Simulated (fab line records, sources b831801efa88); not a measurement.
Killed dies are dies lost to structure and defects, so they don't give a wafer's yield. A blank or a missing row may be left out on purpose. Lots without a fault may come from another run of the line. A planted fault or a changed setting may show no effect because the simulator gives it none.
Problem report in the 8D (eight disciplines) form, filled by code | flow gf180mcu | the parts of the form that need people (team, actions taken, sign-off) are left out

1. THE PROBLEM
chamber_o2_ppm at GF_SALICIDE_RTA_06 reads a mean of 1502.000 on 9 wafers of 3 lots; wafers without a fault read 2.003 with a standard deviation of 0.022. That is +99 or more standard deviations from the usual mean.
The step: time 30 s.
First seen on wafer L154.1, day 17 00:40, on rtp_anneal-01. The record holds 21 wafers of 7 lots with a number at this step. Rule for "out", or "out of limits": more than 4 standard deviations from the usual mean. The other wafers with a number count as sound.

2. WHAT IT IS AND WHAT IT IS NOT
question                    | is                     | is not
which readings at this step | chamber_o2_ppm         | lamp_power_pct, wafer_temp_C_max
which lots                  | L154, L155, L156       | L153, L165, L166, L167
which wafers of those lots  | all that have a number | -
read on which tools         | rtp_anneal-01          | rtp_anneal-02
when                        | from day 17 00:40      | up to then (3 sound wafers); but 9 sound wafers of L165, L166, L167 came after

3. SUSPECTS, AND WHAT RULES EACH OUT
Counting: a tool at a process step up to the reading stays a suspect if it ran every lot that is out and no sound lot after the first of them.
- rtp_anneal-01 at GF_SALICIDE_RTA_06 (time 30 s): ruled out as a lasting fault. Sound lots L165, L166, L167 ran on it after its first lot that is out, L154 (day 17 00:40).
Left after counting: nothing in the record.

4. THE CAUSE (what the simulator had put in)
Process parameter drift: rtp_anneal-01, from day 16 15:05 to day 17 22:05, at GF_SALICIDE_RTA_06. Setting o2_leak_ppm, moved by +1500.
Counting ruled it out, wrongly.

5. THE CHAIN OF EFFECTS, in route order
Each row: a reading whose mean over the struck wafers that have a number lies more than 3 standard deviations from the usual. Only readings for which the record gives a usual standard deviation are gone through. hours: the time from each lot's start at the first step in this table that gives one to its start at this step, as a median over the lots. sigmas: the change in usual standard deviations.
hours | step               | reading        | usual | on struck wafers | change    | sigmas
0     | GF_SALICIDE_RTA_06 | chamber_o2_ppm | 2.003 | 1502.000         | +1499.997 | +99 or more
The process steps in it:
- GF_SALICIDE_RTA_06: time 30 s.

6. WHAT WOULD HAVE CAUGHT IT SOONER
In this record the first reading out of limits was taken at day 17 00:40, 10 hours after the fault began at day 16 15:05.
